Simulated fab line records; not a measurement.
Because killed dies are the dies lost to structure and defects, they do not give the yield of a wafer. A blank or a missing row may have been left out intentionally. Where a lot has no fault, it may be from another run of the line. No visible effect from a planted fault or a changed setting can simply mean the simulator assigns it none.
Problem report, 8D (eight disciplines) form, completed by code / flow gf180mcu / the parts of the form that need people (team, actions taken, sign-off) are left out

## 1. PROBLEM STATEMENT
Mean V2_CVD_02_THK at GF_V2_THK_MEAS_03: 1460 nm over 2 wafers in 2 lots; fault-free wafers: 847 nm, standard deviation 12. Relative to the usual mean, that is a shift of +51 standard deviations.
First observed at day 25 19:13: wafer L250.4, on film-metro-04. At this step, 33 wafers from 11 lots have a number in the record. Rule for "out", or "out of limits": more than 4 standard deviations from the usual mean. Any other wafer with a number is counted as sound.

## 2. WHAT IT IS; WHAT IT IS NOT
question=which readings at this step | is=V2_CVD_02_THK | is not=-
question=which lots | is=L250, L252 | is not=L240, L241, L244, L246, L248, L253, L256, L258, L260
question=which wafers of those lots | is=L250.4, L252.4 | is not=L250.2, L250.3, L252.1, L252.2
question=read on which gauges | is=film-metro-03, film-metro-04 | is not=film-metro-02
question=when | is=from day 25 19:13 | is not=up to then (17 sound wafers); but 14 sound wafers of L252, L253, L256, L258, L260 came after

## 3. THE SUSPECTS, EACH WITH WHAT RULES IT OUT
Counting: if a tool at a process step up to the reading ran every lot that is out, it stays a suspect. Sound lots after the first of them don't rule it out here, since some wafers of a struck lot are sound.
- the gauge at GF_V2_THK_MEAS_03: ruled out. The wafers that are out were read on 2 gauges (film-metro-03, film-metro-04).
- rie-metal-02 at GF_M2_METAL_ETCH_16 (etches the open film in Cl2/BCl3, stops on SiO2, target depth 627.5 nm, time 104.6 s): kept. Every lot that is out went through it, the first being L250 (day 25 18:22); the last sound lot it ran before that was L246 (day 24 11:07).
- pecvd-01 at GF_V2_CVD_02 (deposits SiO2 from TEOS, target thk 850 nm, time 94.851 s): kept. Every lot that is out went through it, the first being L250 (day 25 19:08); the last sound lot it ran before that was L246 (day 24 11:55).
Left after counting: rie-metal-02 at GF_M2_METAL_ETCH_16, pecvd-01 at GF_V2_CVD_02.

## 4. THE CAUSE (what the simulator had put in)
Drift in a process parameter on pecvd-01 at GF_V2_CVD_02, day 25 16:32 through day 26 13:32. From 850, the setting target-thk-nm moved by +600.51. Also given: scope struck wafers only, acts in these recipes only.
Counting leaves 2 suspects; this tool is one of them.

## 5. SEQUENCE OF EFFECTS, ordered by route
Each row: a reading whose mean over the struck wafers that have a number lies more than 3 standard deviations from the usual. Scope: only readings with a usual standard deviation given in the record; hours: median across lots of the time from each lot's start at the first step in this table that gives one to its start at this step; sigmas: change in usual standard deviations.
hours=0; step=GF_V2_THK_MEAS_03; reading=V2_CVD_02_THK; usual=847 nm; on struck wafers=1460; change=+613; sigmas=+51
hours=0; step=GF_V2_CMP_04; reading=time-to-endpoint-s; usual=79 s; on struck wafers=294; change=+215; sigmas=+32
Here are the process steps it includes:
- GF_V2_CMP_04: polishes SiO2.

## 6. WHAT WOULD HAVE CAUGHT IT SOONER
3 hours passed between the start of the fault at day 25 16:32 and the first reading out of limits at a measuring or inspecting step in this record, taken at day 25 19:13.
An alarm limit of 4 standard deviations would not have fired on the tool readings at GF_V2_CVD_02 for which the record gives a usual standard deviation, since none of them was out on any struck wafer.
Of the lots that are out (2), L252 began GF_V2_CVD_02 on pecvd-01 after day 25 19:13. Putting the tool on hold at that point would have spared it.
